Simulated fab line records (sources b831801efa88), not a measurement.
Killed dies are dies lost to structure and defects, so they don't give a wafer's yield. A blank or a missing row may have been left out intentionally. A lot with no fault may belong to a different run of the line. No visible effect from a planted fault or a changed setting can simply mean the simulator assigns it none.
One fault seen from 2 desks || flow gf180mcu || numbers are kept per desk, each desk with only its own; the story behind them comes last

FOR THE TOOL OWNER'S DESK: litho_track-03
The tool's own readings at GF_MIM_DEVELOP_18 (develop time 60 s): means of the sampled wafers that have a number, for each lot that ran on this tool. If a lot's mean is further than 4 standard deviations from the usual mean, the lot is out of limits and carries the mark OUT (the distance appears in the brackets).
Columns: A = exhaust_pa at GF_MIM_DEVELOP_18, usual 44.9 Pa; B = resist_line_temp_C at GF_MIM_DEVELOP_18, usual 22.97 C
{"lot": "L449", "first seen here": "day 26 16:01", "A": 44.0, "B": 22.92}
{"lot": "L452", "first seen here": "day 27 10:48", "A": 44.7, "B": 23.02}
This desk found nothing out of limits on any of the 2 lots.

AT THE METROLOGY DESK
What the gauges read for every lot (on any tool): the sampled wafers with a number, averaged. If a lot's mean is further than 4 standard deviations from the usual mean, the lot is out of limits and carries the mark OUT (the distance appears in the brackets).
Columns: A = MIM_CVD_05_THK at GF_MIM_THK_MEAS_06, usual 42.0 nm; B = MIM_ALCU_RS at GF_MIM_RS_MEAS_10, usual 0.1595 ohm/sq; C = MIM_ALCU_THK at GF_MIM_THK_MEAS_11, usual 204 nm
{"lot": "L448", "first seen here": "day 25 09:43", "A": 41.7, "B": 0.1623, "C": 200}
{"lot": "L449", "first seen here": "day 25 18:58", "A": 42.4, "B": 0.1602, "C": 200}
{"lot": "L452", "first seen here": "day 26 14:55", "A": 42.1, "B": 0.1612, "C": 203}
{"lot": "L464", "first seen here": "day 29 23:18", "A": 41.6, "B": 0.1588, "C": 205}
{"lot": "L469", "first seen here": "day 31 07:25", "A": 42.1, "B": 0.1600, "C": 203}
This desk found nothing out of limits on any of the 5 lots.

ALL TOGETHER
The desk of the tool owner found nothing out of limits.
From the metrology desk's view, nothing was out of limits.

WHAT WAS PUT IN BY THE SIMULATOR
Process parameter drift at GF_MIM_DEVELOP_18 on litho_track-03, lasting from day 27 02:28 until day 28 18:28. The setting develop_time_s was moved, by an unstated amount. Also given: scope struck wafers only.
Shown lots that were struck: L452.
